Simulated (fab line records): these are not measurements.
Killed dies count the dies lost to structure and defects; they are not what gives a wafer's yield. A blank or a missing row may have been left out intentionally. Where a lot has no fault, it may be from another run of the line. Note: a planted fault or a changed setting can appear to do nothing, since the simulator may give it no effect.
A struck lot beside a sound one :: flow gf180mcu :: 36 out of 602 route steps
Sound: wafers L248.1, L248.2, L248.6. Struck: wafers L258.2, L258.3. The cause is given at the end.
Order at every step that has rows: each side's tool, ch and its chambers, its first start. Under that, the readings that differ: sound wafers :: struck wafers :: difference of the means :: sigmas: that difference in standard deviations of wafers without a fault.
alike: readings with means less than 2 such deviations apart, plus words and numbers identical on both sides. not compared: withheld readings, readings lacking a value on some wafer, bounds such as >300 that could conceal the same value, and numbers that have no deviation in the record and whose values overlap.
A row with sigmas, a row that says differs or no value, or rows on one side alone: a step with any of these is where the two part. Numbers that don't overlap but have no deviation are shown without sigmas and don't part them. A reading that every wafer of one side lacks parts them only if that side has two wafers or more.

first, 1 step without rows for these wafers: GF_M5_DEVELOP_06 (develop time 60 s).
GF_M5_CD_MEAS_07: the cd target is 280 nm.
  sound on cdSem-01 at day 27 05:40; struck on cdSem-01 at day 30 03:25
  alike: cdNm
GF_M5_OVL_MEAS_08:
  sound on overlay-02 at day 27 05:47; struck on overlay-01 at day 30 03:32
  alike: M5_OVL
then, 2 steps without rows for these wafers: GF_M5_ETCH_09 (etches Si3N4 in CF4/O2, target depth 52 nm, time 11.6 s); GF_M5_METAL_ETCH_10 (etches the open film in Cl2/BCl3, stops on SiO2, target depth 627.5 nm, time 104.6 s).
GF_M5_STRIP_11: strips in O2/N2.
  sound on plasmaAsher-02 ch 0,1, day 27 05:57; struck on plasmaAsher-01 ch 0,1, day 30 03:41
reading: drypumpMotorCurrentA (A)
sound: 6.3 6.2 6.3
struck: 5.7 5.0
difference: -0.9
sigmas: -2
  alike: heaterPowerW, oesProductAu, stripTimeToEndpointS
  not compared: rfHoursCounterH
then, 3 steps without rows for these wafers: GF_M5_STRIP_12 (strips in post etch residue remover, time 1200 s); GF_M5_CLEAN_13 (cleans in DIW); GF_V5_CVD_00 (deposits SiO2, target thk 300 nm, time 50 s).
GF_V5_THK_MEAS_01:
  sound on filmMetro-04 at day 27 06:32; struck on filmMetro-01 at day 30 04:17
  alike: V5_CVD_00_THK
GF_V5_CVD_02: deposits SiO2 from TEOS, target thk 1450 nm, time 163.28 s.
  sound on pecvd-04 ch 0,2, day 27 06:35; struck on pecvd-02 ch 0,2, day 30 04:20
reading: heaterPowerW (W)
sound: 777 736 852
struck: 657 519
difference: -200
sigmas: -2
  alike: susceptorTempC
GF_V5_THK_MEAS_03:
  sound on filmMetro-01 at day 27 06:42; struck on filmMetro-03 at day 30 04:27
  alike: V5_CVD_02_THK
GF_V5_CMP_04: polishes SiO2.
  sound on cmp-01 ch 2,3, day 27 06:46; struck on cmp-01 ch 2,3, day 30 04:30
reading: model.SiO2_of_V5_CVD_02.thkNm (nm)
sound: 854.6 856.8 855.6
struck: 1057 1062
difference: +204
sigmas: 
  alike: headPressurePsi, motorCurrentA
GF_V5_BOW_MEAS_05:
  sound on filmMetro-01 at day 27 07:04; struck on filmMetro-03 at day 30 05:14
reading: V5_BOW (um)
sound: 120 131 129
struck: - -
difference: no value on the struck wafers
sigmas: 
  not compared: hold
then, 7 steps without rows for these wafers: GF_V5_HMDS_07 (prime time 60 s); GF_V5_COAT_08; GF_V5_COAT_09 (resist thk 1000 nm); GF_V5_SOFTBAKE_10 (time 60 s); GF_V5_EXPOSE_11 (exposes mask Via5, target cd 260 nm); GF_V5_PEB_12 (peb time 90 s); GF_V5_DEVELOP_13 (develop time 60 s).
GF_V5_CD_MEAS_14: the cd target is 260 nm.
  sound on cdSem-01 at day 28 03:10; struck on cdSem-01 at day 30 22:29
reading: cdNm (nm)
sound: 261.2 262.3 262.1
struck: 259.0 258.8
difference: -3.0
sigmas: -2
GF_V5_OVL_MEAS_15:
  sound on overlay-02 at day 28 03:17; struck on overlay-01 at day 30 22:35
  alike: V5_OVL
GF_V5_ETCH_16: etches BARC in N2/H2.
  sound on rieDiel-01 ch 0,1, day 28 03:19; struck on rieDiel-03 ch 0,1, day 30 22:37
  alike: drypumpMotorCurrentA, oesProductAu, throttleValvePct
GF_V5_ETCH_17: etches SiO2 in C4F8/O2/Ar, stops on TiN, target depth 855 nm.
  sound: rieDiel-01 ch 0,1; struck: rieDiel-03 ch 0,1
reading: oesProductAu (a.u.)
sound: 0.861 0.864 0.857
struck: 0.978 0.970
difference: +0.113
sigmas: +27

reading: model.V5.featureDepthNm (nm)
sound: 854.6 856.8 855.6
struck: 1057 1062
difference: +204
sigmas: 

reading: model.etch.depthNm (nm)
sound: 854.6 856.8 855.6
struck: 1057 1062
difference: +204
sigmas: 
then, 3 steps without rows for these wafers: GF_V5_STRIP_18 (strips in O2/N2); GF_V5_STRIP_19 (strips in post etch residue remover, time 1200 s); GF_V5_CLEAN_20 (cleans in DIW).
GF_V5_SPUTTER_21: material Ti, target thk 15 nm, time 80.02 s.
  sound on pvdSputter-04 at day 28 04:02; struck on pvdSputter-01 at day 30 23:20
  alike: throttleValvePct
then, 1 step without rows for these wafers: GF_V5_SPUTTER_22 (material TiN, target thk 10 nm, time 40 s).
GF_V5_CVD_23: deposits W, target thk 350 nm, time 104.9 s.
  sound on cvdW-01 ch 0,1, day 28 04:08; struck on cvdW-02 ch 0, day 30 23:26
  alike: heaterPowerW, susceptorTempC
GF_V5_RS_MEAS_24: measures by four-point-probe.
  sound on filmMetro-03 at day 28 04:14; struck on filmMetro-03 at day 30 23:34
  alike: V5_W_RS
GF_V5_THK_MEAS_25: measures by xrf.
  sound on filmMetro-03 at day 28 04:22; struck on filmMetro-03 at day 30 23:40
  alike: V5_W_THK
GF_V5_CMP_26: polishes, stops on SiO2, t overpolish 15 s, target thk 0 nm.
  sound on cmp-02 ch 0,2, day 28 04:25; struck on cmp-02 ch 0,1, day 30 23:43
reading: model.SiO2_of_V5_CVD_02.thkNm (nm)
sound: 850.9 853.1 851.8
struck: 1053 1058
difference: +204
sigmas: 
  alike: headPressurePsi, motorCurrentA
then, 1 step without rows for these wafers: GF_TOP_METAL_SPUTTER_00 (material Ti, target thk 37.5 nm, time 150 s).
GF_PASSIVATION_PROBE_99:
  sound on prober-02 at day 29 21:55; struck on prober-02 at day 32 13:34
reading: hold
sound: - - -
struck: awaitDispo/9.1h/release awaitDispo/9.1h/release
difference: no value on the sound wafers
sigmas: 

reading: model.etest.via5Chain.rcOhm
sound: 6.459 7.029 7.027
struck: 7.793 14.75
difference: +4.433
sigmas: 

== WHERE THEY PART ==
Earliest at GF_M5_STRIP_11; latest, in this record, at GF_PASSIVATION_PROBE_99.

WHY: whatever the simulator had introduced
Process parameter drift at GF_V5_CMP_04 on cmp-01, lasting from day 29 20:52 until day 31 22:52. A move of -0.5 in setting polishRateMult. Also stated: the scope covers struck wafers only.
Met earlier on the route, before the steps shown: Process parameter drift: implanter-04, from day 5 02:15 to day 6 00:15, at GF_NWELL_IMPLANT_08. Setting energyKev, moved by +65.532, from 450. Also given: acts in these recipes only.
